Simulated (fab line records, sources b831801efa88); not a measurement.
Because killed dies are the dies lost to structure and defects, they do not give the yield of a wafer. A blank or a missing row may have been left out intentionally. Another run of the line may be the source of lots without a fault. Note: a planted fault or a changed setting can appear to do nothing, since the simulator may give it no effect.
What tool caused it?    flow gf180mcu    Sampling: 11 lots, 33 wafers, 6 of 602 route steps

WHAT THE GAUGES SHOWED, per wafer
GF_V4_RS_MEAS_24: measurement is done with a four-point probe.
lot   measured      on             V4_W_RS (ohm/sq)
L569  day 24 09:13  film metro-02  0.336 0.328 0.335
L570  day 25 09:49  film metro-01  0.329 0.327 0.327
L573  day 26 02:37  film metro-02  0.324 0.323 0.332
L574  day 26 12:50  film metro-02  0.329 0.326 0.332
L575  day 26 14:22  film metro-02  0.332 0.327 0.332
L577  day 27 09:44  film metro-03  0.322 0.328 0.324
L578  day 27 20:13  film metro-02  0.323 0.322 0.321
L579  day 27 21:43  film metro-02  0.335 0.334 0.335
L581  day 28 08:25  film metro-02  0.331 0.325 0.328
L586  day 29 17:47  film metro-02  0.336 0.329 0.338
L588  day 30 08:46  film metro-03  0.331 0.331 0.333

GF_V5_BOW_MEAS_05.
lot   measured      on             V5_BOW (um)
L569  day 26 06:16  film metro-03  136 149 139
L570  day 27 06:00  film metro-02  129 139 129
L573  day 27 20:52  film metro-04  146 136 139
L574  day 28 07:51  film metro-04  146 130 143
L575  day 28 09:25  film metro-03  142 140 130
L577  day 29 03:37  film metro-04  143 147 142
L578  day 29 13:49  film metro-02  128 141 129
L579  day 29 14:49  film metro-03  150 142 135
L581  day 30 01:35  film metro-04  117 122 125
L586  day 31 09:07  film metro-02  123 138 131
L588  day 31 22:11  film metro-03  146 132 134

GF_TOP_METAL_RS_MEAS_05: measurement is done with a four-point probe.
lot   measured      on             TOP_METAL_ALCU_RS (ohm/sq)
L569  day 27 04:31  film metro-04  0.03315 0.03288 0.03241
L570  day 28 03:41  film metro-01  0.03283 0.03313 0.03296
L573  day 28 18:29  film metro-04  0.03326 0.03267 0.03269
L574  day 29 05:28  film metro-01  0.03296 0.03242 0.0333
L575  day 29 06:42  film metro-04  0.03295 0.03263 0.03286
L577  day 30 00:17  film metro-01  0.03285 0.03233 0.03267
L578  day 30 10:19  film metro-03  0.03298 0.0328 0.03284
L579  day 30 11:41  film metro-04  0.03277 0.03288 0.03302
L581  day 30 21:46  film metro-01  0.03341 0.03316 0.03275
L586  day 32 04:30  film metro-03  0.03261 0.03932 0.03984
L588  day 32 17:22  film metro-04  0.03286 0.03321 0.03337

GF_TOP_METAL_THK_MEAS_06: measures by xrf.
lot   measured      on             TOP_METAL_ALCU_THK (nm)
L569  day 27 04:38  film metro-04  887 887 901
L570  day 28 03:48  film metro-01  889 882 891
L573  day 28 18:37  film metro-04  879 895 890
L574  day 29 05:34  film metro-01  883 901 884
L575  day 29 06:49  film metro-04  892 899 896
L577  day 30 00:24  film metro-01  893 905 897
L578  day 30 10:26  film metro-03  881 886 884
L579  day 30 11:49  film metro-04  888 888 886
L581  day 30 21:53  film metro-01  876 879 892
L586  day 32 04:37  film metro-03  890 746 734
L588  day 32 17:28  film metro-04  885 872 872

EACH LOT AND THE TOOL THAT RAN IT (in order: tool; ch and the chambers of the sampled wafers; start)
lot   GF_M5_ETCH_09                       GF_TOP_METAL_SPUTTER_02
L569  rie diel-01 ch 1,2,3, day 26 04:58  pvd sputter-02, day 27 04:22
L570  rie diel-03 ch 0,1,2, day 27 04:41  pvd sputter-03, day 28 03:35
L573  rie diel-02 ch 0,3, day 27 19:37    pvd sputter-01, day 28 18:24
L574  rie diel-01 ch 2,3, day 28 05:58    pvd sputter-01, day 29 05:21
L575  rie diel-02 ch 0,2, day 28 08:07    pvd sputter-02, day 29 06:37
L577  rie diel-02 ch 0,1,2, day 29 02:13  pvd sputter-02, day 30 00:11
L578  rie diel-02 ch 0,1, day 29 12:01    pvd sputter-03, day 30 10:13
L579  rie diel-03 ch 2,3, day 29 13:26    pvd sputter-03, day 30 11:36
L581  rie diel-01 ch 0,2,3, day 30 00:19  pvd sputter-03, day 30 21:40
L586  rie diel-01 ch 0,1,3, day 31 07:52  pvd sputter-03, day 32 04:25
L588  rie diel-01 ch 0,1,2, day 31 20:52  pvd sputter-02, day 32 17:13
- GF_M5_ETCH_09: etches Si3N4 in CF4/O2, target depth 52 nm, time 11.6 s.
- GF_TOP_METAL_SPUTTER_02: material AlCu, target thk 900 nm, time 47.82 s.

WHAT THE TOOLS THEMSELVES READ (means of the sampled wafers that have a number; where no wafer has one, the mark that the record gives instead)
GF_M5_ETCH_09.
lot   tool         drypump motor current A (A)  oes product au (a.u.)  throttle valve pct (%)
L569  rie diel-01  5.6                          1.008                  5.969
L570  rie diel-03  5.6                          1.004                  5.970
L573  rie diel-02  5.7                          0.991                  5.959
L574  rie diel-01  5.6                          0.999                  5.968
L575  rie diel-02  5.5                          0.982                  5.964
L577  rie diel-02  5.7                          0.992                  5.970
L578  rie diel-02  5.7                          0.991                  5.967
L579  rie diel-03  6.0                          0.998                  5.976
L581  rie diel-01  5.9                          1.016                  5.976
L586  rie diel-01  5.9                          1.009                  5.974
L588  rie diel-01  5.9                          1.009                  5.976

GF_TOP_METAL_SPUTTER_02.
lot   tool            throttle valve pct (%)
L569  pvd sputter-02  29.3
L570  pvd sputter-03  29.7
L573  pvd sputter-01  29.8
L574  pvd sputter-01  30.2
L575  pvd sputter-02  30.7
L577  pvd sputter-02  30.5
L578  pvd sputter-03  29.8
L579  pvd sputter-03  29.5
L581  pvd sputter-03  29.6
L586  pvd sputter-03  30.3
L588  pvd sputter-02  29.3

THE ANSWER, worked out from the rows above alone
Rule: the lots themselves supply what counts as usual. The widest of any qualifying gaps counts: lots, ordered by their means at a reading, are off when they make up no more than a third of the lots, leave a main group of 4 or more, and stand apart from it by 3 or more times the standard deviation of that group's means. If all means in a main group match to the digits the tables above print for the reading, that group is not used. Also off: a lot with no number at a reading for which 4 or more lots have one. Any other lot the step has rows for is counted as sound. After the gauges, taken in route order, come the tools' own readings; for these a lot's mean is taken, as printed above. The first step at which some lot is off is used, and at that step the reading that is off furthest; a lot without a number counts as furthest.
Off: L586, at GF_TOP_METAL_RS_MEAS_05 (TOP_METAL_ALCU_RS). Mean 0.03290 ohm/sq and standard deviation 0.00014 in the main group.
A tool fits if, at a process step before that reading, it ran every lot that is off, and no sound lot after the first of them. The gauges at GF_TOP_METAL_RS_MEAS_05 are tried like those tools. 2 tools fit, pvd sputter-03 at GF_TOP_METAL_SPUTTER_02 and film metro-03 at GF_TOP_METAL_RS_MEAS_05, so this cannot tell which one it is.

WHAT THE SIMULATOR PUT IN
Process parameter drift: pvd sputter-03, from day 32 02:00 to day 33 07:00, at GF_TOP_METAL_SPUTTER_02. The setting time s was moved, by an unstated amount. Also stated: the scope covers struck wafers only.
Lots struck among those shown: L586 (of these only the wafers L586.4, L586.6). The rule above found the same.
